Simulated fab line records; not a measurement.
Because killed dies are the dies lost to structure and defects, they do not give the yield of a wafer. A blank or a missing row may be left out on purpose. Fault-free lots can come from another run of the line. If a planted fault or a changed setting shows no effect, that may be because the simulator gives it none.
A single fault, viewed from 2 desks -- flow gf180mcu -- every desk sees just its own numbers, and what lay behind them comes last

== FROM THE METROLOGY DESK ==
What the gauges read, lot by lot, whatever tool the lot ran on: means of the sampled wafers that have a number. A lot is out of limits, marked OUT, if its mean lies more than 4 standard deviations from the usual mean; the brackets give that distance.
Columns: A = V4_CVD_00_THK at GF_V4_THK_MEAS_01, usual 601 nm; B = V4_BOW at GF_V4_BOW_MEAS_05, usual 136 um
lot,first seen here,A,B
L177,day 23 19:28,600,134
L179,day 24 03:13,595,126
L178,day 24 06:12,602,139
L180,day 24 10:04,595,128
L181,day 25 01:11,602,139
L182,day 25 08:06,603,141
L183,day 25 16:32,609,138
L192,day 28 16:20,516 (-13) OUT,122
L193,day 28 19:08,509 (-14) OUT,131
L195,day 29 08:46,602,130
L198,day 29 22:53,602,143
L200,day 30 15:18,590,139
Per this desk, out of limits: L192, L193; the first was L192, day 28 16:20 (V4_CVD_00_THK at GF_V4_THK_MEAS_01). L177, L179, L178, L180, L181, L182, L183, L195, L198, L200: within limits.

== AT THE TOOL OWNER'S DESK: hdpcvd-01 ==
The tool's own readings at GF_V4_CVD_00 (deposits SiO2, target thk 600 nm, time 100 s): means of the sampled wafers that have a number, for each lot that ran on this tool. A lot is out of limits, marked OUT, if its mean lies more than 4 standard deviations from the usual mean; the brackets give that distance.
Columns: A = sih4 flow sccm at GF_V4_CVD_00, usual 59.99 sccm
lot,first seen here,A
L178,day 24 06:07,59.98
L181,day 25 01:06,60.10
L182,day 25 08:02,59.91
L183,day 25 16:28,60.04
L192,day 28 16:16,50.83 (-54) OUT
L193,day 28 19:04,51.05 (-53) OUT
This desk's verdict: out of limits on L192, L193, starting with L192 at day 28 16:16 (sih4 flow sccm at GF_V4_CVD_00). L178, L181, L182, L183: within limits.

== TAKEN TOGETHER ==
The tool owner's desk had the chance to raise an alarm at day 28 16:16 on L192, L193.
Metrology desk: alarm possible at day 28 16:20 on L192, L193.
Every lot named ran GF_V4_CVD_00 on hdpcvd-01.

== WHAT HAD BEEN PUT IN BY THE SIMULATOR ==
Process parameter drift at GF_V4_CVD_00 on hdpcvd-01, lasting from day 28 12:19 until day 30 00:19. From 60, the setting sih4 flow sccm moved by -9. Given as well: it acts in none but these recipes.
Struck lots among those shown: L192, L193.
Time in hours from fault onset to the first out-of-limits reading at each desk: tool owner's desk 4, metrology desk 4.
